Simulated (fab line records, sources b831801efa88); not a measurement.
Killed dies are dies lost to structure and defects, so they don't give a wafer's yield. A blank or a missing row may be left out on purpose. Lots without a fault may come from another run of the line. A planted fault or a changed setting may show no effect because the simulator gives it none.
A struck lot beside a sound one | flow sky130 | 26 steps out of a route of 708
Sound: wafers L204.1, L204.5, L204.6. Struck: wafers L219.2, L219.3, L219.4. The cause comes at the end.
At each step with rows: each side's tool, then ch and its chambers, then its first start. Under that, the readings that differ: sound wafers | struck wafers | difference of the means | sigmas: that difference in standard deviations of wafers without a fault.
alike: readings whose means differ by less than 2 such deviations, and words and numbers that are the same on both sides. not compared: withheld readings, readings that some wafer has no value for, bounds like >300 that may hide the same value, and numbers for which the record gives no deviation and whose values overlap.
The two part at a step that has a row with sigmas, a row that says differs or no value, or rows on one side only. Numbers that don't overlap but have no deviation are shown without sigmas and don't part them. A reading that every wafer of one side lacks parts them only if that side has two wafers or more.

SKY_PWDE_TW_MEAS_10:
  sound on film_metro-04, day 4 09:07; struck on film_metro-01, day 7 15:49
  alike: PWDE_TW
then, 7 steps without rows for these wafers: SKY_NWELL_DEHYDRATE_03 (time 60 s); SKY_NWELL_HMDS_04 (prime time 60 s); SKY_NWELL_COAT_05 (resist thk 3000 nm); SKY_NWELL_SOFTBAKE_06; SKY_NWELL_EXPOSE_07 (exposes mask NWM, target cd 840 nm); SKY_NWELL_PEB_08; SKY_NWELL_DEVELOP_09 (develop time 60 s).
SKY_NWELL_OVL_MEAS_10:
  sound on overlay-02, day 5 02:20; struck on overlay-01, day 8 12:38
  alike: NWELL_00_OVL
then, 3 steps without rows for these wafers: SKY_NWELL_IMPLANT_11; SKY_NWELL_IMPLANT_12; SKY_NWELL_IMPLANT_13.
SKY_NWELL_STRIP_14: strips in O2/N2.
  sound on plasma_asher-02 ch 0,1, day 5 02:49; struck on plasma_asher-02 ch 0,1, day 8 13:07
  reading                                 | sound             | struck            | difference                    | sigmas
  oes_product_au (a.u.)                   | 0.723 0.717 0.730 | 0.881 0.888 0.857 | +0.152                        | +30
  strip_time_to_endpoint_s (s)            | 36.84 36.84 36.99 | - - -             | no value on the struck wafers |
  model.coat_of_NWELL_COAT_05.thk_nm (nm) | 0 0 0             | 2378 2378 2383    | +2380                         |
  alike: drypump_motor_current_A, n2_flow_sccm
  not compared: rf_hours_counter_h
SKY_NWELL_TW_MEAS_15:
  sound on film_metro-01, day 5 02:55; struck on film_metro-04, day 8 13:14
  alike: NWELL_TW
then, 7 steps without rows for these wafers: SKY_NWELL_DEHYDRATE_16 (time 60 s); SKY_NWELL_HMDS_17 (prime time 60 s); SKY_NWELL_COAT_18 (resist thk 3000 nm); SKY_NWELL_SOFTBAKE_19; SKY_NWELL_EXPOSE_20 (exposes mask NWM COMPLEMENT, target cd 840 nm); SKY_NWELL_PEB_21; SKY_NWELL_DEVELOP_22 (develop time 60 s).
SKY_NWELL_OVL_MEAS_23:
  sound on overlay-01, day 5 20:55; struck on overlay-02, day 9 12:05
  alike: NWELL_01_OVL
then, 1 step without rows for these wafers: SKY_NWELL_IMPLANT_24.
SKY_NWELL_STRIP_25: strips in O2/N2.
  sound on plasma_asher-04 ch 0,1, day 5 21:07; struck on plasma_asher-04 ch 0,1, day 9 12:23
  reading                      | sound             | struck            | difference | sigmas
  strip_time_to_endpoint_s (s) | 36.89 37.02 36.98 | 72.10 72.11 72.26 | +35.19     | +99 or more
  alike: drypump_motor_current_A, n2_flow_sccm, oes_product_au
  not compared: rf_hours_counter_h
SKY_NWELL_TW_MEAS_26:
  sound on film_metro-04, day 5 21:13; struck on film_metro-03, day 9 12:29
  reading    | sound       | struck   | difference | sigmas
  NWELL_2_TW | 500 502 504 | 29 30 29 | -473       | -68
then, 1 step without rows for these wafers: SKY_NWELL_CLEAN_27 (cleans in SC1/SC2, time 150 s).

WHERE THEY PART
First at SKY_NWELL_STRIP_14; last, within this record, at SKY_NWELL_TW_MEAS_26.

WHY: what the simulator had put in
Strip aborted: plasma_asher-02, from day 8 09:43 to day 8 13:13, at SKY_NWELL_STRIP_14. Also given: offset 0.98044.
